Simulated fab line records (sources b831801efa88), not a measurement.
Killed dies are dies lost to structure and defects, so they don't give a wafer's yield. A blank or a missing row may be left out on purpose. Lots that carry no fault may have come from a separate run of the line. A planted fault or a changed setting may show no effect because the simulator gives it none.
Lot-split experiment / flow sky130 / on a route of 708 steps: 5 lots, 23 wafers read

## ABOUT THE SPLIT
At SKY_CONTACT_EXPOSE_11 (exposes mask CTM1, target cd 170 nm), the setting doseMj was moved away from the recipe's 38 on 4 of the 23 wafers read, by -5.1% to +4.8%. The other wafers ran this setting at the recipe's value.

## FROM THE SPLIT TO THE READING: what the file shows between them, 2 steps
- SKY_CONTACT_PEB_12
- SKY_CONTACT_DEVELOP_13: develop time 60 s

## THE READING
cdNm at SKY_CONTACT_CD_MEAS_14, given in nm (cd target 170 nm). Typical for fault-free wafers on this fab line: 169.4 nm, with standard deviation 2.1 nm.

wafer=L074.1; tool, chamber at the split=krfScanner-02, 0; doseMj as run=36.05; against the recipe=-5.1%; cdNm, nm=157.4; against lot-mates on the recipe=-9.3
wafer=L074.2; tool, chamber at the split=krfScanner-02, 0; doseMj as run=36.05; against the recipe=-5.1%; cdNm, nm=157.4; against lot-mates on the recipe=-9.3
wafer=L074.3; tool, chamber at the split=krfScanner-02, 0; doseMj as run=38; against the recipe=recipe; cdNm, nm=167.1; against lot-mates on the recipe=-
wafer=L074.5; tool, chamber at the split=krfScanner-02, 0; doseMj as run=38; against the recipe=recipe; cdNm, nm=166.0; against lot-mates on the recipe=-
wafer=L074.6; tool, chamber at the split=krfScanner-02, 0; doseMj as run=38; against the recipe=recipe; cdNm, nm=166.9; against lot-mates on the recipe=-
wafer=L079.2; tool, chamber at the split=krfScanner-02, 0; doseMj as run=38; against the recipe=recipe; cdNm, nm=167.2; against lot-mates on the recipe=-
wafer=L079.4; tool, chamber at the split=krfScanner-02, 0; doseMj as run=38; against the recipe=recipe; cdNm, nm=166.3; against lot-mates on the recipe=-
wafer=L079.5; tool, chamber at the split=krfScanner-02, 0; doseMj as run=38; against the recipe=recipe; cdNm, nm=165.7; against lot-mates on the recipe=-
wafer=L082.1; tool, chamber at the split=krfScanner-01, 0; doseMj as run=39.82; against the recipe=+4.8%; cdNm, nm=179.1; against lot-mates on the recipe=+8.3
wafer=L082.2; tool, chamber at the split=krfScanner-01, 0; doseMj as run=38; against the recipe=recipe; cdNm, nm=170.4; against lot-mates on the recipe=-
wafer=L082.3; tool, chamber at the split=krfScanner-01, 0; doseMj as run=39.82; against the recipe=+4.8%; cdNm, nm=178.7; against lot-mates on the recipe=+7.9
wafer=L082.4; tool, chamber at the split=krfScanner-01, 0; doseMj as run=38; against the recipe=recipe; cdNm, nm=170.4; against lot-mates on the recipe=-
wafer=L082.6; tool, chamber at the split=krfScanner-01, 0; doseMj as run=38; against the recipe=recipe; cdNm, nm=171.7; against lot-mates on the recipe=-
wafer=L081.1; tool, chamber at the split=krfScanner-01, 0; doseMj as run=38; against the recipe=recipe; cdNm, nm=169.4; against lot-mates on the recipe=-
wafer=L081.2; tool, chamber at the split=krfScanner-01, 0; doseMj as run=38; against the recipe=recipe; cdNm, nm=170.6; against lot-mates on the recipe=-
wafer=L081.3; tool, chamber at the split=krfScanner-01, 0; doseMj as run=38; against the recipe=recipe; cdNm, nm=169.5; against lot-mates on the recipe=-
wafer=L081.4; tool, chamber at the split=krfScanner-01, 0; doseMj as run=38; against the recipe=recipe; cdNm, nm=171.5; against lot-mates on the recipe=-
wafer=L081.6; tool, chamber at the split=krfScanner-01, 0; doseMj as run=38; against the recipe=recipe; cdNm, nm=170.6; against lot-mates on the recipe=-
wafer=L084.1; tool, chamber at the split=krfScanner-01, 0; doseMj as run=38; against the recipe=recipe; cdNm, nm=167.7; against lot-mates on the recipe=-
wafer=L084.2; tool, chamber at the split=krfScanner-01, 0; doseMj as run=38; against the recipe=recipe; cdNm, nm=168.6; against lot-mates on the recipe=-
wafer=L084.3; tool, chamber at the split=krfScanner-01, 0; doseMj as run=38; against the recipe=recipe; cdNm, nm=167.8; against lot-mates on the recipe=-
wafer=L084.4; tool, chamber at the split=krfScanner-01, 0; doseMj as run=38; against the recipe=recipe; cdNm, nm=168.4; against lot-mates on the recipe=-
wafer=L084.6; tool, chamber at the split=krfScanner-01, 0; doseMj as run=38; against the recipe=recipe; cdNm, nm=168.3; against lot-mates on the recipe=-

FIT RESULTS
A straight line over all 23 wafers: cdNm changes by +2.17 nm for each +1% of doseMj; r = +0.94; the points scatter about the line by 1.7 nm.
The same after taking each lot's own level away (the mean of its wafers on the recipe; 23 wafers): +1.75 nm for each +1%; r = +0.99; scatter 0.58 nm.
That fit puts the effect of the largest move of doseMj on the reading at 9 nm.
Across the lots, their own levels run from 166.40 to 170.83 nm, a range of 2.1 times the standard deviation given above.
So the lot-to-lot level changes the slope: the two fits differ.
Check: for one of the wafers moved furthest among these (-5.1%), held out of the fit, the line's prediction against its lot-mates is -8.92 nm. It came out at -9.27 nm against them.

## OTHER SPLITS APPLIED TO THESE WAFERS
Note: prior to the reading, these wafers also went through further splits. Each is held against what the fit with the lots' levels taken away leaves over:
other split on the same wafers=SKY_LOCAL_INTERCONNECT_SPUTTER_00 powerW; wafers away from the commonest value=8; r with cdNm (lot level and that fit taken away)=+0.17
other split on the same wafers=SKY_LOCAL_INTERCONNECT_ETCH_13 timeS; wafers away from the commonest value=11; r with cdNm (lot level and that fit taken away)=-0.15
other split on the same wafers=SKY_CONTACT_HDPCVD_02 timeS; wafers away from the commonest value=8; r with cdNm (lot level and that fit taken away)=-0.09

## THE WHOLE CHAIN: every reading that the file lists as answering this split, in the file's order
step=SKY_CONTACT_CD_MEAS_14; what it does=target cd 170 nm; reading=cdNm; change (the file's fit)=+1.75 nm for each +1% of the setting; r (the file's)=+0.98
step=SKY_CONTACT_ETCH_16; what it does=etches BARC in N2/H2, stops on SiO2, time 45.9 s, target depth 60 nm; reading=CONTACT.cdNm (the simulator's own value, which no gauge read); change (the file's fit)=+1.81 nm for each +1% of the setting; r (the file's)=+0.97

## THE FILE'S OWN FIT
cdNm changes by +1.75 nm for each +1% of doseMj, r = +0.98.
